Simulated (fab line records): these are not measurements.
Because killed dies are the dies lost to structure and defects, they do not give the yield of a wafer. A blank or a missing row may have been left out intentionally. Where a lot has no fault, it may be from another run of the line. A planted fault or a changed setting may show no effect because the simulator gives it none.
Matching of chambers | flow gf180mcu | GF_CONTACT_CMP_27 on cmp-02 has 4 sister chambers
The step polishes, stops on SiO2, t overpolish 13.57 s, target thk 0 nm. 8 wafers are shown with their chamber, then 7 later ones without.

EACH WAFER AND ITS CHAMBER
wafer  | chamber | motor current A (A) | time to endpoint s (s)
L594.3 | 0       | 12.1                | 70
L597.1 | 1       | 10.6                | 75
L597.4 | 2       | 10.3                | 70
L600.1 | 3       | 10.7                | 72
L600.4 | 1       | 10.9                | 79
L600.6 | 3       | 11.6                | 76
L605.1 | 0       | 12.1                | 70
L605.4 | 2       | 10.2                | 68

WAFERS MISSING THEIR CHAMBER
wafer  | motor current A (A) | time to endpoint s (s)
L605.6 | 11.1                | 71
L606.5 | 12.4                | 68
L607.1 | 12.7                | 72
L607.5 | 11.4                | 75
L609.1 | 10.6                | 72
L609.2 | 11.5                | 71
L609.6 | 10.6                | 67

CHAMBER TAKEN BY EACH
wafer  | from the rows above               | in truth
L605.6 | can't be placed: 3 or 2 or 0 or 1 | 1
L606.5 | 0                                 | 0
L607.1 | 0                                 | 0
L607.5 | can't be placed: 3 or 1           | 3
L609.1 | can't be placed: 2 or 3 or 1      | 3
L609.2 | can't be placed: 3 or 0 or 1      | 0
L609.6 | 2                                 | 2
Correct placement for 3 of the 7. Unplaceable from these rows: 4, with the true chamber sitting among the candidates in 4. Number placed wrongly: 0.
How it was worked out, from the rows above alone: a wafer's distance from a chamber is the root of the sum, over the readings, of the square of ((its reading less the chamber's mean) divided by the reading's scatter). The wafer belongs to the nearest chamber; if the next one is less than 2 further off, it can't be placed. The mean given for a chamber averages the wafers shown for that chamber. The scatter is the square root of a quotient: the sum, over the shown wafers, of each reading's squared deviation from its chamber's mean, divided by wafers minus chambers.
